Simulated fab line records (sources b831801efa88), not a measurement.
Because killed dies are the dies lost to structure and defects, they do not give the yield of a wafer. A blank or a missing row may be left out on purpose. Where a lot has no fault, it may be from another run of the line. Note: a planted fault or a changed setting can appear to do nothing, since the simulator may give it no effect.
Which tool was responsible?	flow gf180mcu	6 lots, 18 wafers sampled, at 2 steps of a route of 602

## WHAT THE GAUGES SHOWED, per wafer
GF_HV_LDD_RS_MEAS_53: uses a four-point probe to measure.
lot	measured	on	HV_LDD_RS (ohm/sq)
L973	day 12 23:08	film metro-01	419.7 419.3 420.2
L975	day 13 22:50	film metro-01	421.4 420.5 421.2
L977	day 14 15:11	film metro-03	416.8 416.7 415.4
L986	day 17 14:42	film metro-01	418.0 417.6 418.6
L988	day 18 05:01	film metro-01	374.3 373.9 374.0
L993	day 19 23:44	film metro-02	418.3 418.0 419.1

## WHICH TOOL RAN EACH LOT (tool, then ch and the chambers of the sampled wafers, then the start)
lot	GF_HV_LDD_IMPLANT_35
L973	implanter-01 ch 0, day 12 01:29
L975	implanter-02 ch 0, day 13 00:57
L977	implanter-01 ch 0, day 13 17:12
L986	implanter-04 ch 0, day 16 14:43
L988	implanter-01 ch 0, day 17 04:22
L993	implanter-04 ch 0, day 18 23:26
- GF_HV_LDD_IMPLANT_35

## THE ANSWER, worked out from the rows above alone
Rule: usual is defined by the lots themselves. Put in order of their means at a reading, lots are off if they are a third of the lots or fewer, leave a main group of 4 or more, and stand apart from it by a gap of 3 or more times the standard deviation of the main group's means; of several such gaps the widest counts. A main group is skipped when, at the precision printed for the reading in the tables above, its means are all equal. A lot without any number at a reading at which 4 lots or more have one is off too. Where the step has rows for the other lots, those lots are counted as sound.
Off: L988, at GF_HV_LDD_RS_MEAS_53 (HV_LDD_RS). For the main group the mean is 418.7 ohm/sq and the standard deviation 1.6.
If a tool, at a process step before that reading, ran all the lots that are off and no sound lot after the first of them, it fits. Gauges at GF_HV_LDD_RS_MEAS_53: tried the same way as those tools. 2 tools fit, implanter-01 at GF_HV_LDD_IMPLANT_35 and film metro-01 at GF_HV_LDD_RS_MEAS_53, so this cannot tell which one it is.

## WHAT THE SIMULATOR PUT IN
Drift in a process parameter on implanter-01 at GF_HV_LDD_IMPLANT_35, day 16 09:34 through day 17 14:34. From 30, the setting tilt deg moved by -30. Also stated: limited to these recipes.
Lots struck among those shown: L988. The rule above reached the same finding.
